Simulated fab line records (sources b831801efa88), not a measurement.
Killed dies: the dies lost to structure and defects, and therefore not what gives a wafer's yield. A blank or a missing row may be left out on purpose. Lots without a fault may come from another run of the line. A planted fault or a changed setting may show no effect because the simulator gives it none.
A struck lot beside a sound one :: flow sky130 :: 15 out of 708 route steps
Sound: the wafers L172.1, L172.2, L172.6. Struck: wafer L186.3. (L186.4 of the same lot was not struck and is left out.) The cause comes at the end.
For every step that has rows: the tool of each side, followed by ch and its chambers, followed by its first start. Under that, the readings that differ: sound wafers :: struck wafers :: difference of the means :: sigmas: that difference in standard deviations of wafers without a fault.
alike: a reading whose means differ by less than 2 such deviations, as well as words and numbers matching on both sides. not compared: withheld readings; readings where some wafer has no value; bounds like >300 that might hide an equal value; numbers whose values overlap and for which the record gives no deviation.
A row with sigmas, a row that says differs or no value, or rows on one side alone: a step with any of these is where the two part. Non-overlapping numbers with no deviation appear without sigmas and do not part them. Lack of a reading on every wafer of one side parts them only where that side has two or more wafers.

first, 2 steps without rows for these wafers: SKY_CONTACT_ETCH_16 (etches BARC in N2/H2, stops on SiO2, time 45.9 s, target depth 60 nm); SKY_CONTACT_ETCH_17 (etches SiO2 in C4F8/O2/Ar, stops on Si3N4, target depth 340 nm).
SKY_CONTACT_ETCH_18: etches Si3N4 in CHF3/O2, stops on TiN, time 39 s, target depth 75 nm.
  sound on rie diel-04 ch 0,2,3; struck on rie diel-03 ch 1
  alike: bias w, drypump motor current A, oes product au, rf fwd power W, throttle valve pct
  not compared: rf hours counter h
then, 4 steps without rows for these wafers: SKY_CONTACT_STRIP_19 (strips in O2/N2); SKY_CONTACT_STRIP_20 (strips in post etch residue remover, time 1200 s); SKY_CONTACT_CLEAN_21 (cleans in IPA, time 180 s); SKY_CONTACT_CLEAN_22 (cleans in O3/DIW).
SKY_CONTACT_SPUTTER_23: material TiN, target thk 20 nm, time 80 s.
  struck on pvd sputter-03, day 36 02:39; sound on pvd sputter-01, day 33 15:41
  alike: throttle valve pct
SKY_CONTACT_CVD_24: deposits W, target thk 340 nm, time 102.12 s.
  sound on cvd w-02 ch 0,1, day 33 15:44; struck on cvd w-01 ch 0, day 36 02:45
reading: heater power w (W)
sound: 869 1011 1008
struck: 784
difference: -179
sigmas: -2
  not compared: since wet clean h
SKY_CONTACT_RS_MEAS_25: a four-point-probe measurement.
  struck on film metro-04, day 36 02:52; sound on film metro-04, day 33 15:51
reading: CONTACT_W_RS (ohm/sq)
sound: 0.333 0.340 0.337
struck: 0.349
difference: +0.012
sigmas: +2
SKY_CONTACT_THK_MEAS_26: measures by xrf.
  struck on film metro-04, day 36 02:58; sound on film metro-04, day 33 15:58
reading: CONTACT_W_THK (nm)
sound: 341 334 336
struck: 326
difference: -11
sigmas: -2
SKY_CONTACT_CMP_27: polishes, stops on SiO2, t overpolish 15 s, target thk 0 nm.
  sound on cmp-02 ch 2,3, day 33 16:02; struck on cmp-02 ch 2, day 36 03:00
  alike: motor current A, overpolish run s, time to endpoint s
SKY_METAL1_SPUTTER_00: material Ti, target thk 15 nm, time 10 s.
  struck on pvd sputter-01, day 36 03:18; sound on pvd sputter-04, day 33 16:20
reading: model.Ti_of_METAL1_SPUTTER_00.thk nm (nm)
sound: 14.81 15.25 15.05
struck: 6.19
difference: -8.85
sigmas: 
  alike: throttle valve pct
SKY_METAL1_SPUTTER_01: material TiN, target thk 20 nm, time 16.7 s.
  struck on pvd sputter-01, day 36 03:19; sound on pvd sputter-04, day 33 16:21
  alike: throttle valve pct
-- the record jumps here: 13 days lie between the struck wafers' starts before and after (it left off in module METAL1 and takes up again in module PAD_OPEN, whose first step shown is number 708 of the route) --
SKY_PAD_OPEN_PROBE_99:
  struck on prober-02, day 49 03:47; sound on prober-02, day 47 08:51
reading: sort_bin_5_function (%)
sound: 9.8 12.2 11.6
struck: 14.6
difference: +3.4
sigmas: +2
  alike: defect limited yield, killed_at_M0_to_M3, killed_at_M4_up, killed at contacts, killed at front end, killed at other, killed dies, killed on rim, killed open, killed short, sort_bin_3_pad_short, sort_bin_6_memory, sort n pass, sort yield pct

WHERE THEY PART
First at SKY_CONTACT_CVD_24; last, within this record, at SKY_PAD_OPEN_PROBE_99.

WHY: the cause the simulator had injected
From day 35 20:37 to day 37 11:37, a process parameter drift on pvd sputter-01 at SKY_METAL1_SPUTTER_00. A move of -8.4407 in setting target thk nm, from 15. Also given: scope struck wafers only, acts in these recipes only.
